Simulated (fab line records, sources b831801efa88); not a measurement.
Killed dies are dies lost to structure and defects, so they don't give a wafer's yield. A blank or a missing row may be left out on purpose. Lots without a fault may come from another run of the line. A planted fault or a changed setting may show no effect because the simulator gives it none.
Problem report in the 8D (eight disciplines) form, filled by code | flow gf180mcu | the parts of the form that need people (team, actions taken, sign-off) are left out

1. THE PROBLEM
oes_product_au at GF_M3_METAL_ETCH_16 reads a mean of 0.730 a.u. on 6 wafers of 2 lots; wafers without a fault read 1.000 a.u. with a standard deviation of 0.0063. That is -43 standard deviations from the usual mean.
The step: etches the open film in Cl2/BCl3, stops on SiO2, target depth 750.8 nm, time 121.9 s.
First seen on wafer L298.1, day 26 22:24, on rie_metal-04. The record holds 42 wafers of 14 lots with a number at this step. Rule for "out", or "out of limits": more than 4 standard deviations from the usual mean. The other wafers with a number count as sound.

2. WHAT IT IS AND WHAT IT IS NOT
question                    | is                                 | is not
which readings at this step | oes_product_au, throttle_valve_pct | drypump_motor_current_A
which lots                  | L298, L302                         | L284, L285, L286, L287, L288, L289, L291, L292, L294, L301, L303, L307
which wafers of those lots  | all that have a number             | -
read on which tools         | rie_metal-04                       | rie_metal-01, rie_metal-03
when                        | from day 26 22:24                  | up to then (27 sound wafers); but 9 sound wafers of L301, L303, L307 came after

3. SUSPECTS, AND WHAT RULES EACH OUT
Counting: a tool at a process step up to the reading stays a suspect if it ran every lot that is out and no sound lot after the first of them.
- rie_metal-04 at GF_M3_METAL_ETCH_16 (etches the open film in Cl2/BCl3, stops on SiO2, target depth 750.8 nm, time 121.9 s): kept. It ran every lot that is out, first L298 (day 26 22:24), and no sound lot after that; its last sound lot up to then is L292 (day 24 09:42). Its own readings are out on those wafers: oes_product_au, throttle_valve_pct.
Left after counting: rie_metal-04 at GF_M3_METAL_ETCH_16.

4. THE CAUSE (what the simulator had put in)
Process parameter drift: rie_metal-04, from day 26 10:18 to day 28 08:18, at GF_M3_METAL_ETCH_16. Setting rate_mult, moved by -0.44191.
Counting left only this tool.

5. THE CHAIN OF EFFECTS, in route order
Each row: a reading whose mean over the struck wafers that have a number lies more than 3 standard deviations from the usual. Only readings for which the record gives a usual standard deviation are gone through. hours: the time from each lot's start at the first step in this table that gives one to its start at this step, as a median over the lots. sigmas: the change in usual standard deviations.
hours | step                | reading                  | usual      | on struck wafers | change | sigmas
0     | GF_M3_METAL_ETCH_16 | oes_product_au           | 1.000 a.u. | 0.730            | -0.270 | -43
0     | GF_M3_METAL_ETCH_16 | throttle_valve_pct       | 28.219 %   | 28.511           | +0.292 | +30
0     | GF_M3_STRIP_17      | oes_product_au           | 0.540 a.u. | 0.592            | +0.052 | +11
0     | GF_M3_STRIP_17      | strip_time_to_endpoint_s | 7.45 s     | 8.69             | +1.24  | +26
The process steps in it:
- GF_M3_METAL_ETCH_16: etches the open film in Cl2/BCl3, stops on SiO2, target depth 750.8 nm, time 121.9 s.
- GF_M3_STRIP_17: strips in O2/N2.

6. WHAT WOULD HAVE CAUGHT IT SOONER
In this record the first reading out of limits was taken at day 26 22:24, 12 hours after the fault began at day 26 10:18.
